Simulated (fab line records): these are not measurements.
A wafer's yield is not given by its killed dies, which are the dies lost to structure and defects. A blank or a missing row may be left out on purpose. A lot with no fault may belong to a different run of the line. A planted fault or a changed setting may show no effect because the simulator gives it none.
Struck lot and sound lot, side by side / flow sky130 / 16 out of 708 route steps
Sound: the wafers L465.2, L465.4, L465.5. Struck: wafer L459.1 (L459.3, L459.4, from the same lot, were not struck and are left out); the cause is given at the end.
Order at every step that has rows: each side's tool, ch and its chambers, its first start. Under that, the readings that differ: sound wafers / struck wafers / difference of the means / sigmas: that difference in standard deviations of wafers without a fault.
alike: same words and numbers on both sides, and readings whose means sit less than 2 such deviations apart. not compared: any withheld reading, any reading some wafer has no value for, any bound like >300 that may hide the same value, and any number with overlapping values for which the record gives no deviation.
A row with sigmas, a row that says differs or no value, or rows on one side alone: a step with any of these is where the two part. When numbers do not overlap yet have no deviation, they are printed without sigmas and do not part them. Lack of a reading on every wafer of one side parts them only where that side has two or more wafers.

first, 1 step without rows for these wafers: SKY_FIELD_ISO_CVD_03 (deposits Si3N4 from DCS/NH3, target thk 165 nm, time 2830 s).
SKY_FIELD_ISO_THK_MEAS_04:
  struck on film-metro-03, day 3 16:25; sound on film-metro-03, day 5 00:48
  alike: FIELD_ISO_CVD_03_THK
then, 8 steps without rows for these wafers: SKY_FIELD_ISO_DEHYDRATE_05 (time 60 s); SKY_FIELD_ISO_HMDS_06 (prime time 60 s); SKY_FIELD_ISO_COAT_07 (resist thk 60 nm); SKY_FIELD_ISO_COAT_08 (resist thk 450 nm); SKY_FIELD_ISO_SOFTBAKE_09 (time 90 s); SKY_FIELD_ISO_EXPOSE_10 (exposes mask FOM, target cd 150 nm); SKY_FIELD_ISO_PEB_11; SKY_FIELD_ISO_DEVELOP_12 (develop time 60 s).
SKY_FIELD_ISO_CD_MEAS_13 targets a cd of 150 nm.
  struck on cd-sem-02, day 4 09:10; sound on cd-sem-02, day 5 19:05
  alike: cd-nm
SKY_FIELD_ISO_ETCH_14: etches BARC in N2/H2, stops on SiO2, time 45.9 s, target depth 60 nm.
  sound on rie-diel-02 ch 0,1,3, day 5 19:11; struck on rie-diel-04 ch 3, day 4 09:17
  alike: drypump-motor-current-A, oes-product-au, throttle-valve-pct
  not compared: rf-hours-counter-h
SKY_FIELD_ISO_ETCH_15: etches the open film in CHF3/O2, stops on Si, target depth 180 nm, time 72 s.
  sound on rie-diel-02 ch 0,1,3, day 5 19:13; struck on rie-diel-04 ch 3, day 4 09:19
reading=model.KrF-thick_of_FIELD_ISO_COAT_08.thk-nm (nm); sound=239.7 239.8 237.6; struck=119.5; difference=-119.5; sigmas=
  alike: drypump-motor-current-A, oes-product-au, throttle-valve-pct
  not compared: rf-hours-counter-h
SKY_FIELD_ISO_STRIP_16: strips in O2/N2.
  sound on plasma-asher-02 ch 0,1, day 5 19:17; struck on plasma-asher-02 ch 0, day 4 09:23
reading=oes-product-au (a.u.); sound=0.377 0.384 0.380; struck=0.315; difference=-0.065; sigmas=-13
reading=strip-time-to-endpoint-s (s); sound=3.59 3.58 3.55; struck=2.27; difference=-1.30; sigmas=-37
  alike: drypump-motor-current-A
  not compared: rf-hours-counter-h
SKY_FIELD_ISO_ETCH_17: etches Si in HBr/Cl2/O2, target depth 342 nm, time 97.7 s.
  sound on rie-si-02 ch 0,1,2, day 5 19:23; struck on rie-si-02 ch 3, day 4 09:29
  alike: drypump-motor-current-A, oes-product-au, throttle-valve-pct
  not compared: rf-hours-counter-h
-- record jumps: 44 days separate the struck wafers' starts on either side; left off in module FIELD_ISO, taken up again in module PAD_OPEN, whose first shown step is the route's number 708 --
SKY_PAD_OPEN_PROBE_99:
  struck on prober-02, day 48 10:10; sound on prober-02, day 49 19:52
reading=killed-at-contacts; sound=26 39 30; struck=19; difference=-13; sigmas=-2
reading=model.etest.res_p_drift_20v.line-ohm-um; sound=1.125e+04 1.214e+04 1.224e+04; struck=1.454e+04; difference=+2.663e+03; sigmas=
reading=model.etest.res_p_drift_20v.rs-ohm-sq; sound=9558 1.037e+04 1.019e+04; struck=1.217e+04; difference=+2.131e+03; sigmas=
reading=model.etest.pfet_16v.r-on-ohm-um; sound=1.489e+04 1.546e+04 1.522e+04; struck=1.68e+04; difference=+1.61e+03; sigmas=
reading=model.etest.res-iso-pwell.rs-ohm-sq; sound=2799 3002 2998; struck=4106; difference=+1173; sigmas=
reading=model.etest.res-iso-pwell.line-ohm-um; sound=1050 1128 1120; struck=1542; difference=+443; sigmas=
reading=model.etest.pfet_16v.drive-ua-um; sound=244.5 240.9 240.8; struck=228.9; difference=-13.2; sigmas=
reading=model.etest.cap-poly-to-well.c-af-um2; sound=91.7 89.92 91.4; struck=87.3; difference=-3.7; sigmas=
reading=model.etest.field-p.vt-v (V); sound=-43.08 -45.22 -45.07; struck=-48.04; difference=-3.58; sigmas=
  alike: killed_at_M0_to_M3, killed_at_M4_up, killed-at-front-end, killed-at-other, killed-dies, killed-open, killed-short

== WHERE THEY PART ==
First at SKY_FIELD_ISO_STRIP_16; last, within this record, at SKY_PAD_OPEN_PROBE_99.

WHY: what the simulator had put in
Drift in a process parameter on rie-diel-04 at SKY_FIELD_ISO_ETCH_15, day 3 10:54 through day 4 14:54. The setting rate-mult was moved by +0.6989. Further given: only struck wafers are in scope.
